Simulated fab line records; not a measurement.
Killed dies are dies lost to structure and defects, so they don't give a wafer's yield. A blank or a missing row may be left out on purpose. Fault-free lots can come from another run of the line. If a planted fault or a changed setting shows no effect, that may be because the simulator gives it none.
Problem report in the 8D (eight disciplines) form, filled by code :: flow sky130 :: the parts of the form that need people (team, actions taken, sign-off) are left out

== 1. PROBLEM STATEMENT ==
VIA3_HDPCVD_THK at SKY_VIA3_THK_MEAS_01 reads a mean of 1735 nm on 1 wafer of 1 lot; wafers without a fault read 1644 nm with a standard deviation of 17. That is +5.4 standard deviations from the usual mean.
First seen on wafer L788.4, day 41 11:46, on filmMetro-03. Wafers with a number at this step in the record: 33, from 11 lots. Rule for "out", or "out of limits": more than 4 standard deviations from the usual mean. The other wafers with a number count as sound.

== 2. WHAT IT IS, AND WHAT IT ISN'T ==
question: which readings at this step
is: VIA3_HDPCVD_THK
is not: -

question: which lots
is: L788
is not: L779, L781, L784, L785, L786, L796, L798, L799, L800, L802

question: which wafers of those lots
is: L788.4
is not: L788.5, L788.6

question: read on which gauges
is: filmMetro-03
is not: filmMetro-01, filmMetro-04

question: when
is: from day 41 11:46
is not: up to then (17 sound wafers); but 15 sound wafers of L796, L798, L799, L800, L802 came after

== 3. THE SUSPECTS, EACH WITH WHAT RULES IT OUT ==
Counting: a tool at a process step up to the reading stays a suspect if it ran every lot that is out. Sound lots after the first of them don't rule it out here, since some wafers of a struck lot are sound.
- ruled out: the gauge at SKY_VIA3_THK_MEAS_01. All the wafers that are out were read on filmMetro-03, but those of them that SKY_VIA3_HDPCVD_00 has rows for are out there too, on other tools.
- rieDiel-02 at SKY_METAL3_ETCH_17 (etches SiO2 in C4F8/O2/Ar, stops on TiN, time 3.9 s, target depth 15 nm): kept. The lot that is out, L788, ran on it at day 41 10:46; the last sound lot it ran before that was L786, at day 40 16:50.
- hdpcvd-02 at SKY_VIA3_HDPCVD_00 (deposits SiO2, target thk 1635 nm, time 272.5 s): kept. The lot that is out, L788, ran on it at day 41 11:39; the last sound lot it ran before that was L786, at day 40 17:37. Its own readings are out on those wafers: runLengthS.
- In rieDiel-02 at SKY_METAL3_ETCH_17, the wafers that are out were processed in chamber 2 and their sound lot-mates in chambers 0, 3.
- In hdpcvd-02 at SKY_VIA3_HDPCVD_00, the wafers that are out were processed in chamber 1 and their sound lot-mates in chambers 0, 2.
After counting, rieDiel-02 at SKY_METAL3_ETCH_17 and hdpcvd-02 at SKY_VIA3_HDPCVD_00 remain.

== 4. THE CAUSE (what the simulator had put in) ==
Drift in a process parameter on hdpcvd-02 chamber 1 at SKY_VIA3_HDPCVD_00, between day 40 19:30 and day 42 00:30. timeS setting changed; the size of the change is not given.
After counting, 2 suspects remain, this tool included.

== 5. THE EFFECT CHAIN, in route order ==
One row per reading whose mean, taken over the struck wafers that have a number, lies over 3 standard deviations from the usual. Readings are gone through only where the record gives a usual standard deviation; hours: the median, over the lots, of the time from a lot's start at the first step in this table giving one to that lot's start at this step; sigmas: the change measured in usual standard deviations.
hours: 0
step: SKY_VIA3_HDPCVD_00
reading: runLengthS
usual: 300.4 s
on struck wafers: 314.3
change: +13.9
sigmas: +37

hours: 0
step: SKY_VIA3_THK_MEAS_01
reading: VIA3_HDPCVD_THK
usual: 1644 nm
on struck wafers: 1735
change: +91
sigmas: +5.4
Process steps it contains:
- SKY_VIA3_HDPCVD_00: deposits SiO2, target thk 1635 nm, time 272.5 s.
Later steps that measure or inspect, where all struck wafers having a row at the step show a number for every such reading and not one has moved that far: SKY_VIA3_BOW_MEAS_03.

== 6. WHAT WOULD HAVE CAUGHT IT SOONER ==
In this record the first reading out of limits at a measuring or inspecting step was taken at day 41 11:46, 16 hours after the fault began at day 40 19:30.
The tool's own readings at SKY_VIA3_HDPCVD_00 were out on every struck wafer that the step has a row for (runLengthS): an alarm limit on them would have fired on the first of those.
By day 41 11:46, every lot that is out (1) had started SKY_VIA3_HDPCVD_00 on hdpcvd-02. None of them would have been spared by holding the tool at that moment.
